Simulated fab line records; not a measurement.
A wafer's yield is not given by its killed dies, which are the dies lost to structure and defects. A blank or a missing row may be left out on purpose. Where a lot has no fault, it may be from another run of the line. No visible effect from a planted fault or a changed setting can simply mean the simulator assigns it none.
Which of the tools did it? || flow sky130 || 14 lots, 40 wafers sampled, at 4 steps of a route of 708

WHAT THE GAUGES READ, wafer by wafer
The record lacks any reading of a measuring or inspecting step that a usual standard deviation could be used to judge.

TOOL THAT RAN EACH LOT (tool first, then ch and the chambers of the sampled wafers, then the start)
{"lot": "L372", "SKY_VIA1_ETCH_15": "rie-diel-01 ch 0,3, day 34 13:01", "SKY_VIA1_STRIP_16": "plasma-asher-02 ch 0,1, day 34 13:04", "SKY_METAL2_SPUTTER_00": "pvd-sputter-01, day 34 14:17", "SKY_METAL2_SPUTTER_01": "pvd-sputter-01, day 34 14:19"}
{"lot": "L373", "SKY_VIA1_ETCH_15": "rie-diel-02 ch 0,1,2, day 34 15:22", "SKY_VIA1_STRIP_16": "plasma-asher-02 ch 0,1, day 34 15:27", "SKY_METAL2_SPUTTER_00": "pvd-sputter-04, day 34 17:01", "SKY_METAL2_SPUTTER_01": "pvd-sputter-04, day 34 17:02"}
{"lot": "L371", "SKY_VIA1_ETCH_15": "rie-diel-02 ch 1,2, day 34 17:13", "SKY_VIA1_STRIP_16": "plasma-asher-03 ch 1, day 34 17:16", "SKY_METAL2_SPUTTER_00": "pvd-sputter-04, day 34 18:29", "SKY_METAL2_SPUTTER_01": "pvd-sputter-04, day 34 18:31"}
{"lot": "L376", "SKY_VIA1_ETCH_15": "rie-diel-04 ch 0,1,2, day 35 16:20", "SKY_VIA1_STRIP_16": "plasma-asher-04 ch 0,1, day 35 16:22", "SKY_METAL2_SPUTTER_00": "pvd-sputter-01, day 35 17:36", "SKY_METAL2_SPUTTER_01": "pvd-sputter-01, day 35 17:38"}
{"lot": "L374", "SKY_VIA1_ETCH_15": "rie-diel-02 ch 0,1, day 35 17:10", "SKY_VIA1_STRIP_16": "plasma-asher-03 ch 0,1, day 35 17:13", "SKY_METAL2_SPUTTER_00": "pvd-sputter-02, day 35 18:26", "SKY_METAL2_SPUTTER_01": "pvd-sputter-02, day 35 18:28"}
{"lot": "L375", "SKY_VIA1_ETCH_15": "rie-diel-01 ch 0,1,2, day 35 18:53", "SKY_VIA1_STRIP_16": "plasma-asher-02 ch 0, day 35 18:55", "SKY_METAL2_SPUTTER_00": "pvd-sputter-01, day 35 20:09", "SKY_METAL2_SPUTTER_01": "pvd-sputter-01, day 35 20:10"}
{"lot": "L377", "SKY_VIA1_ETCH_15": "rie-diel-04 ch 0,1,2, day 37 00:16", "SKY_VIA1_STRIP_16": "plasma-asher-03 ch 0,1, day 37 00:19", "SKY_METAL2_SPUTTER_00": "pvd-sputter-04, day 37 01:35", "SKY_METAL2_SPUTTER_01": "pvd-sputter-04, day 37 01:36"}
{"lot": "L381", "SKY_VIA1_ETCH_15": "rie-diel-04 ch 0,3, day 38 02:07", "SKY_VIA1_STRIP_16": "plasma-asher-03 ch 1, day 38 02:10", "SKY_METAL2_SPUTTER_00": "pvd-sputter-04, day 38 03:27", "SKY_METAL2_SPUTTER_01": "pvd-sputter-04, day 38 03:28"}
{"lot": "L383", "SKY_VIA1_ETCH_15": "rie-diel-04 ch 3, day 38 03:10", "SKY_VIA1_STRIP_16": "plasma-asher-04 ch 0, day 38 03:13", "SKY_METAL2_SPUTTER_00": "pvd-sputter-04, day 38 04:28", "SKY_METAL2_SPUTTER_01": "pvd-sputter-04, day 38 04:29"}
{"lot": "L386", "SKY_VIA1_ETCH_15": "rie-diel-02 ch 0,1,2, day 39 04:19", "SKY_VIA1_STRIP_16": "plasma-asher-04 ch 0,1, day 39 04:24", "SKY_METAL2_SPUTTER_00": "pvd-sputter-01, day 39 05:35", "SKY_METAL2_SPUTTER_01": "pvd-sputter-01, day 39 05:37"}
{"lot": "L388", "SKY_VIA1_ETCH_15": "rie-diel-01 ch 0,2,3, day 39 11:40", "SKY_VIA1_STRIP_16": "plasma-asher-02 ch 0,1, day 39 11:43", "SKY_METAL2_SPUTTER_00": "pvd-sputter-02, day 39 12:56", "SKY_METAL2_SPUTTER_01": "pvd-sputter-02, day 39 12:58"}
{"lot": "L392", "SKY_VIA1_ETCH_15": "rie-diel-02 ch 2,3, day 40 15:49", "SKY_VIA1_STRIP_16": "plasma-asher-03 ch 0,1, day 40 15:51", "SKY_METAL2_SPUTTER_00": "pvd-sputter-04, day 40 17:07", "SKY_METAL2_SPUTTER_01": "pvd-sputter-04, day 40 17:08"}
{"lot": "L394", "SKY_VIA1_ETCH_15": "rie-diel-04 ch 1,3, day 40 21:34", "SKY_VIA1_STRIP_16": "plasma-asher-03 ch 0,1, day 40 21:37", "SKY_METAL2_SPUTTER_00": "pvd-sputter-01, day 40 22:50", "SKY_METAL2_SPUTTER_01": "pvd-sputter-01, day 40 22:52"}
{"lot": "L393", "SKY_VIA1_ETCH_15": "rie-diel-01 ch 0,2,3, day 40 23:43", "SKY_VIA1_STRIP_16": "plasma-asher-04 ch 0,1, day 40 23:48", "SKY_METAL2_SPUTTER_00": "pvd-sputter-04, day 41 00:59", "SKY_METAL2_SPUTTER_01": "pvd-sputter-04, day 41 01:01"}
- SKY_VIA1_ETCH_15: etches SiO2 in C4F8/O2/Ar, stops on TiN, target depth 351 nm, time 54 s.
- SKY_VIA1_STRIP_16: strips in O2/N2.
- SKY_METAL2_SPUTTER_00: material Ti, target thk 15 nm, time 10 s.
- SKY_METAL2_SPUTTER_01: material TiN, target thk 20 nm, time 16.7 s.

WHAT THE TOOLS THEMSELVES READ (means of the sampled wafers that have a number; where no wafer has one, the mark that the record gives instead)
SKY_VIA1_ETCH_15. Usual: 0.981 a.u. for oes-product-au, sd 0.0074.
{"lot": "L372", "tool": "rie-diel-01", "oes-product-au (a.u.)": 0.969, "flag": ""}
{"lot": "L373", "tool": "rie-diel-02", "oes-product-au (a.u.)": 0.981, "flag": ""}
{"lot": "L371", "tool": "rie-diel-02", "oes-product-au (a.u.)": 0.983, "flag": ""}
{"lot": "L376", "tool": "rie-diel-04", "oes-product-au (a.u.)": 0.980, "flag": ""}
{"lot": "L374", "tool": "rie-diel-02", "oes-product-au (a.u.)": 0.986, "flag": ""}
{"lot": "L375", "tool": "rie-diel-01", "oes-product-au (a.u.)": 0.978, "flag": ""}
{"lot": "L377", "tool": "rie-diel-04", "oes-product-au (a.u.)": 0.978, "flag": ""}
{"lot": "L381", "tool": "rie-diel-04", "oes-product-au (a.u.)": 0.954, "flag": "OFF"}
{"lot": "L383", "tool": "rie-diel-04", "oes-product-au (a.u.)": 0.931, "flag": "OFF"}
{"lot": "L386", "tool": "rie-diel-02", "oes-product-au (a.u.)": 0.982, "flag": ""}
{"lot": "L388", "tool": "rie-diel-01", "oes-product-au (a.u.)": 0.977, "flag": ""}
{"lot": "L392", "tool": "rie-diel-02", "oes-product-au (a.u.)": 0.980, "flag": ""}
{"lot": "L394", "tool": "rie-diel-04", "oes-product-au (a.u.)": 0.986, "flag": ""}
{"lot": "L393", "tool": "rie-diel-01", "oes-product-au (a.u.)": 0.977, "flag": ""}

SKY_VIA1_STRIP_16. Usual: drypump-motor-current-A 5.8 A, standard deviation 0.47; oes-product-au 0.416 a.u., standard deviation 0.0045; strip-time-to-endpoint-s 4.45 s, standard deviation 0.031.
{"lot": "L372", "tool": "plasma-asher-02", "drypump-motor-current-A (A)": 5.4, "oes-product-au (a.u.)": 0.414, "strip-time-to-endpoint-s (s)": 4.49, "flag": ""}
{"lot": "L373", "tool": "plasma-asher-02", "drypump-motor-current-A (A)": 5.4, "oes-product-au (a.u.)": 0.414, "strip-time-to-endpoint-s (s)": 4.45, "flag": ""}
{"lot": "L371", "tool": "plasma-asher-03", "drypump-motor-current-A (A)": 5.6, "oes-product-au (a.u.)": 0.415, "strip-time-to-endpoint-s (s)": 4.44, "flag": ""}
{"lot": "L376", "tool": "plasma-asher-04", "drypump-motor-current-A (A)": 6.2, "oes-product-au (a.u.)": 0.420, "strip-time-to-endpoint-s (s)": 4.44, "flag": ""}
{"lot": "L374", "tool": "plasma-asher-03", "drypump-motor-current-A (A)": 5.8, "oes-product-au (a.u.)": 0.414, "strip-time-to-endpoint-s (s)": 4.42, "flag": ""}
{"lot": "L375", "tool": "plasma-asher-02", "drypump-motor-current-A (A)": 5.3, "oes-product-au (a.u.)": 0.413, "strip-time-to-endpoint-s (s)": 4.44, "flag": ""}
{"lot": "L377", "tool": "plasma-asher-03", "drypump-motor-current-A (A)": 5.9, "oes-product-au (a.u.)": 0.418, "strip-time-to-endpoint-s (s)": 4.45, "flag": ""}
{"lot": "L381", "tool": "plasma-asher-03", "drypump-motor-current-A (A)": 5.6, "oes-product-au (a.u.)": 0.416, "strip-time-to-endpoint-s (s)": 4.48, "flag": ""}
{"lot": "L383", "tool": "plasma-asher-04", "drypump-motor-current-A (A)": 6.6, "oes-product-au (a.u.)": 0.415, "strip-time-to-endpoint-s (s)": 4.53, "flag": ""}
{"lot": "L386", "tool": "plasma-asher-04", "drypump-motor-current-A (A)": 6.2, "oes-product-au (a.u.)": 0.417, "strip-time-to-endpoint-s (s)": 4.46, "flag": ""}
{"lot": "L388", "tool": "plasma-asher-02", "drypump-motor-current-A (A)": 5.4, "oes-product-au (a.u.)": 0.415, "strip-time-to-endpoint-s (s)": 4.45, "flag": ""}
{"lot": "L392", "tool": "plasma-asher-03", "drypump-motor-current-A (A)": 5.7, "oes-product-au (a.u.)": 0.415, "strip-time-to-endpoint-s (s)": 4.49, "flag": ""}
{"lot": "L394", "tool": "plasma-asher-03", "drypump-motor-current-A (A)": 5.9, "oes-product-au (a.u.)": 0.413, "strip-time-to-endpoint-s (s)": 4.41, "flag": ""}
{"lot": "L393", "tool": "plasma-asher-04", "drypump-motor-current-A (A)": 6.2, "oes-product-au (a.u.)": 0.412, "strip-time-to-endpoint-s (s)": 4.46, "flag": ""}

SKY_METAL2_SPUTTER_00. Usual: 29.9 % for throttle-valve-pct, sd 1.
{"lot": "L372", "tool": "pvd-sputter-01", "throttle-valve-pct (%)": 29.9, "flag": ""}
{"lot": "L373", "tool": "pvd-sputter-04", "throttle-valve-pct (%)": 30.4, "flag": ""}
{"lot": "L371", "tool": "pvd-sputter-04", "throttle-valve-pct (%)": 30.1, "flag": ""}
{"lot": "L376", "tool": "pvd-sputter-01", "throttle-valve-pct (%)": 29.5, "flag": ""}
{"lot": "L374", "tool": "pvd-sputter-02", "throttle-valve-pct (%)": 30.8, "flag": ""}
{"lot": "L375", "tool": "pvd-sputter-01", "throttle-valve-pct (%)": 29.7, "flag": ""}
{"lot": "L377", "tool": "pvd-sputter-04", "throttle-valve-pct (%)": 30.1, "flag": ""}
{"lot": "L381", "tool": "pvd-sputter-04", "throttle-valve-pct (%)": 30.6, "flag": ""}
{"lot": "L383", "tool": "pvd-sputter-04", "throttle-valve-pct (%)": 30.9, "flag": ""}
{"lot": "L386", "tool": "pvd-sputter-01", "throttle-valve-pct (%)": 29.9, "flag": ""}
{"lot": "L388", "tool": "pvd-sputter-02", "throttle-valve-pct (%)": 30.6, "flag": ""}
{"lot": "L392", "tool": "pvd-sputter-04", "throttle-valve-pct (%)": 30.2, "flag": ""}
{"lot": "L394", "tool": "pvd-sputter-01", "throttle-valve-pct (%)": 29.8, "flag": ""}
{"lot": "L393", "tool": "pvd-sputter-04", "throttle-valve-pct (%)": 29.8, "flag": ""}

SKY_METAL2_SPUTTER_01. Usual: 29.9 % for throttle-valve-pct, sd 1.
{"lot": "L372", "tool": "pvd-sputter-01", "throttle-valve-pct (%)": 30.0, "flag": ""}
{"lot": "L373", "tool": "pvd-sputter-04", "throttle-valve-pct (%)": 30.3, "flag": ""}
{"lot": "L371", "tool": "pvd-sputter-04", "throttle-valve-pct (%)": 30.3, "flag": ""}
{"lot": "L376", "tool": "pvd-sputter-01", "throttle-valve-pct (%)": 29.5, "flag": ""}
{"lot": "L374", "tool": "pvd-sputter-02", "throttle-valve-pct (%)": 30.6, "flag": ""}
{"lot": "L375", "tool": "pvd-sputter-01", "throttle-valve-pct (%)": 30.0, "flag": ""}
{"lot": "L377", "tool": "pvd-sputter-04", "throttle-valve-pct (%)": 30.1, "flag": ""}
{"lot": "L381", "tool": "pvd-sputter-04", "throttle-valve-pct (%)": 30.5, "flag": ""}
{"lot": "L383", "tool": "pvd-sputter-04", "throttle-valve-pct (%)": 30.5, "flag": ""}
{"lot": "L386", "tool": "pvd-sputter-01", "throttle-valve-pct (%)": 29.7, "flag": ""}
{"lot": "L388", "tool": "pvd-sputter-02", "throttle-valve-pct (%)": 30.6, "flag": ""}
{"lot": "L392", "tool": "pvd-sputter-04", "throttle-valve-pct (%)": 30.3, "flag": ""}
{"lot": "L394", "tool": "pvd-sputter-01", "throttle-valve-pct (%)": 29.7, "flag": ""}
{"lot": "L393", "tool": "pvd-sputter-04", "throttle-valve-pct (%)": 29.5, "flag": ""}

THE ANSWER, worked out from the rows above alone
Rule: a lot is off if the mean of its wafers that have a number lies more than 3 standard deviations from the usual mean. A lot without any number at a reading at which 4 lots or more have one is off too. The other lots that the step has rows for count as sound. First the gauges in route order, then the tools' own readings, where a lot's mean is used as printed above. At the first step where some lot is off, the reading lying furthest off is the one used; lots without a number count as furthest.
Off, at SKY_VIA1_ETCH_15 on oes-product-au: L381, L383.
A tool fits if, at that step or a process step before it, it ran every lot that is off, and no sound lot after the first of them. Not one of the candidates tried fits.

WHAT WAS PUT IN BY THE SIMULATOR
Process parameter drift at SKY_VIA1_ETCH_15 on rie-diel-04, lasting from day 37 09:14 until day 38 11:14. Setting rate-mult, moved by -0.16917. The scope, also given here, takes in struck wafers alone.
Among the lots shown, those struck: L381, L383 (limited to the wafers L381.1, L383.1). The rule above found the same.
